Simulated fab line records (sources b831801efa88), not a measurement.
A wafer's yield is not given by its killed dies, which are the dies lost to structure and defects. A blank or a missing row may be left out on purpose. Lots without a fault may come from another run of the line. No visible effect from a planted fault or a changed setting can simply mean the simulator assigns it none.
Comparing a struck lot with a sound one -- flow sky130 -- 17 steps out of a route of 708
Sound: these wafers, L776.3, L776.4, L776.6. Wafers L787.1, L787.4, L787.6 were the ones struck. Last of all comes the cause.
Order at every step that has rows: each side's tool, ch and its chambers, its first start. Under that, the readings that differ: sound wafers -- struck wafers -- difference of the means -- sigmas: that difference in standard deviations of wafers without a fault.
alike: words and numbers the same on both sides, and readings whose means are apart by under 2 such deviations; not compared: readings that were withheld, readings missing a value for some wafer, numbers with overlapping values and no deviation given by the record, and bounds like >300 which may hide the same value.
The two part at a step that has a row with sigmas, a row that says differs or no value, or rows on one side only. When numbers do not overlap yet have no deviation, they are printed without sigmas and do not part them. A reading that every wafer of one side lacks parts them only if that side has two wafers or more.

first, 2 steps without rows for these wafers: SKY_NWELL_IMPLANT_12; SKY_NWELL_IMPLANT_13.
SKY_NWELL_STRIP_14: strips in O2/N2.
  sound on plasma_asher-02 ch 0,1, day 6 04:10; struck on plasma_asher-02 ch 0,1, day 9 02:20
  alike: drypump_motor_current_A, n2_flow_sccm, oes_product_au, strip_time_to_endpoint_s
  not compared: rf_hours_counter_h
SKY_NWELL_TW_MEAS_15:
  struck on film_metro-04, day 9 02:26; sound on film_metro-01, day 6 04:14
  alike: NWELL_TW
then, 7 steps without rows for these wafers: SKY_NWELL_DEHYDRATE_16 (time 60 s); SKY_NWELL_HMDS_17 (prime time 60 s); SKY_NWELL_COAT_18 (resist thk 3000 nm); SKY_NWELL_SOFTBAKE_19; SKY_NWELL_EXPOSE_20 (exposes mask NWM COMPLEMENT, target cd 840 nm); SKY_NWELL_PEB_21; SKY_NWELL_DEVELOP_22 (develop time 60 s).
SKY_NWELL_OVL_MEAS_23:
  struck on overlay-01, day 9 23:44; sound on overlay-02, day 6 21:58
  alike: NWELL_01_OVL
SKY_NWELL_IMPLANT_24:
  sound on implanter-03 ch 0, day 6 22:02; struck on implanter-02 ch 0, day 9 23:46
reading,sound,struck,difference,sigmas
dose_ions_cm2,9.189e+12 9.209e+12 9.206e+12,4.2689e+13 4.2702e+13 4.2701e+13,+3.3496e+13,+99 or more
faraday_current_uA,53.0 50.8 50.4,244.0 243.3 235.0,+189.4,+99 or more
  alike: end_station_pressure_torr
SKY_NWELL_STRIP_25: strips in O2/N2.
  sound on plasma_asher-03 ch 0,1, day 6 22:10; struck on plasma_asher-01 ch 0,1, day 9 23:55
reading,sound,struck,difference,sigmas
drypump_motor_current_A (A),6.2 6.2 6.2,5.3 5.7 5.3,-0.8,-2
  alike: n2_flow_sccm, oes_product_au, strip_time_to_endpoint_s
  not compared: rf_hours_counter_h
SKY_NWELL_TW_MEAS_26:
  struck on film_metro-04, day 10 00:01; sound on film_metro-03, day 6 22:16
reading,sound,struck,difference,sigmas
NWELL_2_TW,483 484 485,804 808 808,+323,+67
then, 1 step without rows for these wafers: SKY_NWELL_CLEAN_27 (cleans in SC1/SC2, time 150 s).
-- the record jumps here: 40 days lie between the struck wafers' starts before and after (it left off in module NWELL and takes up again in module PAD_OPEN, whose first step shown is number 708 of the route) --
SKY_PAD_OPEN_PROBE_99:
  struck on prober-01, day 50 04:06; sound on prober-02, day 47 13:13
reading,sound,struck,difference,sigmas
model.etest.pfet_16v.r_on_ohm_um,1.471e+04 1.474e+04 1.489e+04,8732 8534 8624,-6150,
model.etest.nfet_16v.r_on_ohm_um,1.377e+04 1.385e+04 1.392e+04,1.828e+04 1.827e+04 1.841e+04,+4.473e+03,
model.etest.res_iso_pwell.rs_ohm_sq,2991 2889 2996,1035 976.5 1009,-1952,
model.etest.res_pwell_under_gate.rs_ohm_sq,2266 2284 2281,829.6 831.5 831.2,-1446.2,
model.etest.res_iso_pwell.line_ohm_um,1116 1096 1135,376.4 354.1 358.3,-752.7,
model.etest.tip_n_5v.rs_ohm_sq,1444 1441 1445,1626 1632 1620,+183,
model.etest.res_nwell.line_ohm_um,1120 1115 1144,1331 1298 1309,+186,
model.etest.tip_sonos.rs_ohm_sq,2568 2589 2561,2714 2692 2648,+112,
  alike: killed_at_M0_to_M3, killed_at_M4_up, killed_at_contacts, killed_at_front_end, killed_at_other, killed_dies, killed_on_rim, killed_open, killed_short

WHERE THEY PART
Earliest at SKY_NWELL_IMPLANT_24; latest, in this record, at SKY_NWELL_TW_MEAS_26. Later steps at which nothing parts them and some readings are alike: SKY_PAD_OPEN_PROBE_99.

WHY: the cause the simulator had injected
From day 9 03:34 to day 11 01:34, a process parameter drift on implanter-02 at SKY_NWELL_IMPLANT_24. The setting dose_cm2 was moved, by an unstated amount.
